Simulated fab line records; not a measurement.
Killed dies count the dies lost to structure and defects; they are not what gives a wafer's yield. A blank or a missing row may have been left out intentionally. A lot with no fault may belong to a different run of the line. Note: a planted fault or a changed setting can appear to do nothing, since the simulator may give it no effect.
A struck lot beside a sound one    flow sky130    17 out of 708 route steps
Sound: these wafers, L204.1, L204.3, L204.6. Struck: wafers L210.1, L210.5, L210.6. Last of all comes the cause.
At each step with rows: each side's tool, then ch and its chambers, then its first start. Under that, the readings that differ: sound wafers    struck wafers    difference of the means    sigmas: that difference in standard deviations of wafers without a fault.
alike: words and numbers the same on both sides, and readings whose means are apart by under 2 such deviations; not compared: readings that were withheld, readings missing a value for some wafer, numbers with overlapping values and no deviation given by the record, and bounds like >300 which may hide the same value.
The two part at a step that has a row with sigmas, a row that says differs or no value, or rows on one side only. Numbers that have no deviation but don't overlap get no sigmas and don't part them. Lack of a reading on every wafer of one side parts them only where that side has two or more wafers.

SKY_FIELD_ISO_ETCH_15: etches the open film in CHF3/O2, stops on Si, target depth 180 nm, time 73.54 s.
  sound on rie-diel-04 ch 1,3, day 3 01:56; struck on rie-diel-04 ch 0,1, day 4 08:38
reading                sound              struck             difference  sigmas
oes-product-au (a.u.)  0.926 0.930 0.924  0.950 0.954 0.958  +0.027      +4
  alike: drypump-motor-current-A, throttle-valve-pct
  not compared: rf-hours-counter-h
SKY_FIELD_ISO_STRIP_16: strips in O2/N2.
  sound on plasma-asher-04 ch 0,1, day 3 01:59; struck on plasma-asher-03 ch 0,1, day 4 08:41
  alike: drypump-motor-current-A, oes-product-au, strip-time-to-endpoint-s
  not compared: rf-hours-counter-h
SKY_FIELD_ISO_ETCH_17: etches Si in HBr/Cl2/O2, target depth 342 nm, time 97.7 s.
  sound on rie-si-02 ch 1,2,3, day 3 02:05; struck on rie-si-02 ch 2,3, day 4 08:47
  alike: drypump-motor-current-A, he-backside-leak-sccm, oes-product-au, throttle-valve-pct
  not compared: rf-hours-counter-h
then, 5 steps without rows for these wafers: SKY_FIELD_ISO_WET_ETCH_18 (etches Si3N4 in H3PO4, target depth 25 nm, time 286 s); SKY_FIELD_ISO_CLEAN_19 (cleans in SC1/SC2, time 150 s); SKY_FIELD_ISO_CLEAN_20 (cleans in dHF, time 20 s); SKY_FIELD_ISO_WET_ETCH_21 (etches SiO2 in dHF, target depth 20 nm, time 400 s); SKY_FIELD_ISO_OXIDATION_22 (stabilise 600 s, purge 300 s, target thk 10 nm).
SKY_FIELD_ISO_THK_MEAS_23:
  sound on film-metro-03 at day 3 03:40; struck on film-metro-01 at day 4 11:25
  alike: FIELD_ISO_OXIDATION_01_THK
then, 1 step without rows for these wafers: SKY_FIELD_ISO_CVD_24 (deposits SiO2, target thk 595 nm, time 99.2 s).
SKY_FIELD_ISO_THK_MEAS_25:
  sound on film-metro-01 at day 3 03:48; struck on film-metro-02 at day 4 11:33
  alike: FIELD_ISO_CVD_24_THK
then, 1 step without rows for these wafers: SKY_FIELD_ISO_ANNEAL_26 (time 1800 s).
SKY_FIELD_ISO_CMP_27: polishes, stops on Si3N4, t overpolish 16 s, target thk 457.8 nm.
  sound on cmp-02 ch 0,2,3, day 3 05:25; struck on cmp-01 ch 0,3, day 4 13:07
  no value came back on the struck wafers for any of 5 readings (edge-zone-pressure-frac, head-pressure-psi (psi) and others); on the sound wafers edge-zone-pressure-frac reads 1.006 1.003 1.003
reading                                     sound              struck             difference  sigmas
model.SiO2_of_FIELD_ISO_CVD_24.thk-nm (nm)  458.8 458.6 458.9  597.9 589.7 590.8  +134.0      
then, 2 steps without rows for these wafers: SKY_FIELD_ISO_WET_ETCH_28 (etches SiO2 in dHF, target depth 23.7 nm, time 47 s); SKY_FIELD_ISO_WET_ETCH_29 (etches Si3N4 in H3PO4, target depth 160 nm, time 1825 s).
SKY_FIELD_ISO_WET_ETCH_30: etches SiO2 in dHF, target depth 25 nm, time 50 s.
  sound on wet-bench-02 ch 1, day 3 06:43; struck on wet-bench-02 ch 2, day 4 13:57
reading                                     sound              struck             difference  sigmas
model.SiO2_of_FIELD_ISO_CVD_24.thk-nm (nm)  406.6 406.3 406.5  545.5 537.1 538.4  +133.9      
-- the record jumps here: 44 days lie between the struck wafers' starts before and after (it left off in module FIELD_ISO and takes up again in module PAD_OPEN, whose first step shown is number 708 of the route) --
SKY_PAD_OPEN_PROBE_99:
  sound on prober-02 at day 46 19:58; struck on prober-02 at day 48 02:48
reading              sound      struck       difference  sigmas
killed-at-front-end  26 14 13   417 426 416  +402        +91
killed-dies          85 108 93  492 492 492  +397        +42
killed-on-rim        16 23 14   96 96 96     +78         +20
  alike: killed_at_M0_to_M3, killed_at_M4_up, killed-at-contacts, killed-at-other, killed-open, killed-short

WHERE THEY PART
Earliest at SKY_FIELD_ISO_ETCH_15; latest, in this record, at SKY_PAD_OPEN_PROBE_99.

WHY: the cause the simulator had injected
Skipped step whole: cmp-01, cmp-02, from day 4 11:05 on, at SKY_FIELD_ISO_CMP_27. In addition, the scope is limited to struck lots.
